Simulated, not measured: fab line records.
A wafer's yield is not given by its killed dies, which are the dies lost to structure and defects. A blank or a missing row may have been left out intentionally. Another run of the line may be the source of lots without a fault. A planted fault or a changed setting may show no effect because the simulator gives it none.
Tool commonality check + flow gf180mcu + 11 lots and 33 wafers in the sample

== WHY IT WAS OPENED ==
1 of 11 lots carry a flag on the reading HV_LDD_3_TW at GF_HV_LDD_TW_MEAS_38. Fault-free wafers read 1435, with a standard deviation of 12.
Rule: a lot is flagged in two cases, either no wafer of it has a number, or all its wafers with numbers fall more than 4 standard deviations from that mean. The rest of the lots are taken to be sound.

| lot  | measured     | on            | HV_LDD_3_TW, wafer by wafer | flag    |
|------|--------------|---------------|-----------------------------|---------|
| L771 | day 11 20:49 | film-metro-01 | 1423 1430 1422              |         |
| L772 | day 12 03:35 | film-metro-02 | 1436 1444 1445              |         |
| L774 | day 13 04:25 | film-metro-01 | 1429 1433 1441              |         |
| L775 | day 13 10:38 | film-metro-01 | 30 30 30                    | FLAGGED |
| L783 | day 16 00:47 | film-metro-01 | 1448 1441 1447              |         |
| L785 | day 16 14:59 | film-metro-04 | 1413 1420 1416              |         |
| L786 | day 16 19:26 | film-metro-04 | 1414 1424 1421              |         |
| L788 | day 17 11:08 | film-metro-02 | 1426 1421 1431              |         |
| L790 | day 18 01:32 | film-metro-01 | 1443 1446 1436              |         |
| L791 | day 18 10:44 | film-metro-04 | 1410 1409 1407              |         |
| L792 | day 18 15:39 | film-metro-01 | 1453 1445 1442              |         |
Averaged over the flagged lots the numbers come to 30, -1405 from the usual (-99 or more standard deviations).

== LOT BY LOT: THE TOOL USED ==
The record holds 3 process steps before the reading, out of a route of 602 steps. In each cell: the tool, then ch and the chambers that the sampled wafers went through, then the start.
| lot  | flag    | GF_STI_ETCH_13                    | GF_STI_ETCH_14                  | GF_HV_LDD_EXPOSE_28                 |
|------|---------|-----------------------------------|---------------------------------|-------------------------------------|
| L771 |         | rie-diel-03 ch 2,3, day 2 06:52   | rie-si-01 ch 1,2,3, day 2 06:57 | iline-stepper-02 ch 0, day 11 10:26 |
| L772 |         | rie-diel-04 ch 0,1,3, day 2 10:54 | rie-si-02 ch 0,1,3, day 2 10:59 | iline-stepper-01 ch 0, day 11 17:22 |
| L774 |         | rie-diel-04 ch 1,2, day 2 23:37   | rie-si-02 ch 0,1,2, day 2 23:42 | iline-stepper-02 ch 0, day 12 18:33 |
| L775 | FLAGGED | rie-diel-04 ch 0,3, day 3 03:09   | rie-si-01 ch 0,1,2, day 3 03:14 | iline-stepper-01 ch 0, day 12 23:48 |
| L783 |         | rie-diel-03 ch 0,1,3, day 4 19:30 | rie-si-01 ch 0,1,2, day 4 19:35 | iline-stepper-01 ch 0, day 15 12:40 |
| L785 |         | rie-diel-01 ch 0,1,2, day 5 06:57 | rie-si-01 ch 0,1,3, day 5 07:02 | iline-stepper-02 ch 0, day 16 03:20 |
| L786 |         | rie-diel-01 ch 0,1,2, day 5 11:48 | rie-si-02 ch 1,2,3, day 5 11:53 | iline-stepper-02 ch 0, day 16 08:23 |
| L788 |         | rie-diel-03 ch 0,3, day 5 22:12   | rie-si-02 ch 0,2,3, day 5 22:17 | iline-stepper-02 ch 0, day 16 22:49 |
| L790 |         | rie-diel-04 ch 1,2,3, day 6 08:39 | rie-si-02 ch 0,1, day 6 08:44   | iline-stepper-02 ch 0, day 17 12:30 |
| L791 |         | rie-diel-04 ch 1,2,3, day 6 13:49 | rie-si-01 ch 1,2,3, day 6 13:53 | iline-stepper-01 ch 0, day 17 22:11 |
| L792 |         | rie-diel-04 ch 1,3, day 6 18:12   | rie-si-02 ch 0,1,2, day 6 18:17 | iline-stepper-01 ch 0, day 18 03:21 |
What these steps do:
- GF_STI_ETCH_13: etches the open film in CHF3/O2, stops on Si, target depth 282.31 nm, time 112.9 s.
- GF_STI_ETCH_14: etches Si in HBr/Cl2/O2, target depth 360 nm, time 102.9 s.
- GF_HV_LDD_EXPOSE_28: exposes mask Nplus HV AREA, target cd 400 nm.
- GF_HV_LDD_TW_MEAS_38

== FLAGGED OVER TOTAL, TOOL BY TOOL (the gauges that took the reading come last) ==
| step                 | tool             | lots run | flagged | share of the flagged lots | sound lots run after its first flagged lot |
|----------------------|------------------|----------|---------|---------------------------|--------------------------------------------|
| GF_STI_ETCH_13       | rie-diel-01      | 2        | 0       | none                      | -                                          |
| GF_STI_ETCH_13       | rie-diel-03      | 3        | 0       | none                      | -                                          |
| GF_STI_ETCH_13       | rie-diel-04      | 6        | 1       | all                       | 3 (L790,L791,L792)                         |
| GF_STI_ETCH_14       | rie-si-01        | 5        | 1       | all                       | 3 (L783,L785,L791)                         |
| GF_STI_ETCH_14       | rie-si-02        | 6        | 0       | none                      | -                                          |
| GF_HV_LDD_EXPOSE_28  | iline-stepper-01 | 5        | 1       | all                       | 3 (L783,L791,L792)                         |
| GF_HV_LDD_EXPOSE_28  | iline-stepper-02 | 6        | 0       | none                      | -                                          |
| GF_HV_LDD_TW_MEAS_38 | film-metro-01    | 6        | 1       | all                       | 3 (L783,L790,L792)                         |
| GF_HV_LDD_TW_MEAS_38 | film-metro-02    | 2        | 0       | none                      | -                                          |
| GF_HV_LDD_TW_MEAS_38 | film-metro-04    | 3        | 0       | none                      | -                                          |

== WHAT IS ALLOWED BY THE TABLE ==
4 rows of the table ran every flagged lot: rie-diel-04 at GF_STI_ETCH_13, rie-si-01 at GF_STI_ETCH_14, iline-stepper-01 at GF_HV_LDD_EXPOSE_28, film-metro-01 at GF_HV_LDD_TW_MEAS_38.
- rie-diel-04 at GF_STI_ETCH_13: 1 of its 6 lots flagged. Sound lots followed the first flagged one (L790, L791, L792) on it, something a lasting fault affecting the whole tool could not allow.
- rie-si-01 at GF_STI_ETCH_14: 1 of its 5 lots flagged. Sound lots followed the first flagged one (L783, L785, L791) on it, something a lasting fault affecting the whole tool could not allow.
- iline-stepper-01 at GF_HV_LDD_EXPOSE_28: 1 of its 5 lots flagged. Sound lots followed the first flagged one (L783, L791, L792) on it, something a lasting fault affecting the whole tool could not allow.
- film-metro-01 at GF_HV_LDD_TW_MEAS_38: 1 of its 6 lots flagged. Sound lots followed the first flagged one (L783, L790, L792) on it, something a lasting fault affecting the whole tool could not allow.
Every row of the table either missed a flagged lot or ran a sound lot after the first.

== WHAT WAS PUT IN BY THE SIMULATOR ==
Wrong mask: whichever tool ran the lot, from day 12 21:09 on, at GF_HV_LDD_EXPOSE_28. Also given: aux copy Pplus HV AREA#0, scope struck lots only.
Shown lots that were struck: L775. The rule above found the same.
